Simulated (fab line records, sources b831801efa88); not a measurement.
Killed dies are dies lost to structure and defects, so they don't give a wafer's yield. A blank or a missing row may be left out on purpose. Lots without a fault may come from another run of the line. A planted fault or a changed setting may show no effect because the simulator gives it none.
Chamber matching | flow gf180mcu | GF_V5_CVD_02 on pecvd-02: 3 sister chambers
The step deposits SiO2 from TEOS, target thk 1450 nm, time 163.28 s. 24 wafers are shown with their chamber, then 12 later ones without.

WAFERS WITH THEIR CHAMBER
wafer  | chamber | heater_power_w (W)
L075.1 | 1       | 618
L075.2 | 0       | 640
L075.3 | 2       | 801
L075.4 | 1       | 509
L075.5 | 0       | 708
L075.6 | 2       | 637
L077.2 | 2       | 737
L077.4 | 0       | 591
L077.5 | 2       | 799
L079.1 | 0       | 666
L079.2 | 2       | 666
L079.3 | 1       | 587
L078.1 | 2       | 750
L078.2 | 0       | 615
L078.4 | 2       | 829
L081.1 | 1       | 572
L081.2 | 0       | 720
L081.4 | 2       | 644
L082.1 | 1       | 592
L082.2 | 0       | 675
L082.4 | 0       | 737
L088.1 | 1       | 591
L088.3 | 2       | 727
L088.4 | 0       | 607

SIGNATURES (means of the wafers above)
reading        | chamber 0 | chamber 1 | chamber 2 | scatter within a chamber
heater_power_w | 662.11    | 578.17    | 732.22    | 57.3
Rule: a wafer's distance from a chamber is the root of the sum, over the readings, of the square of ((its reading less the chamber's mean) divided by the reading's scatter). The wafer belongs to the nearest chamber; if the next one is less than 2 further off, it can't be placed. The scatter: the root of (the sum of the squares of (reading less its chamber's mean) over the shown wafers, divided by (wafers less chambers)).

WAFERS WITHOUT THEIR CHAMBER
wafer  | heater_power_w (W)
L087.2 | 739
L087.4 | 650
L087.5 | 508
L089.1 | 682
L089.3 | 754
L089.4 | 729
L091.2 | 760
L091.4 | 617
L091.6 | 744
L093.1 | 710
L093.4 | 596
L093.5 | 787

WHICH CHAMBER EACH WENT THROUGH
wafer  | from the rows above          | in truth
L087.2 | can't be placed: 2 or 0      | 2
L087.4 | can't be placed: 0 or 1 or 2 | 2
L087.5 | can't be placed: 1 or 0      | 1
L089.1 | can't be placed: 0 or 2 or 1 | 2
L089.3 | can't be placed: 2 or 0      | 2
L089.4 | can't be placed: 2 or 0      | 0
L091.2 | can't be placed: 2 or 0      | 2
L091.4 | can't be placed: 1 or 0 or 2 | 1
L091.6 | can't be placed: 2 or 0      | 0
L093.1 | can't be placed: 2 or 0 or 1 | 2
L093.4 | can't be placed: 1 or 0      | 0
L093.5 | can't be placed: 2 or 0      | 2
Placed correctly: 0 of 12. Can't be placed from these rows: 12 (the true chamber is among the candidates in 12). Placed wrongly: 0.
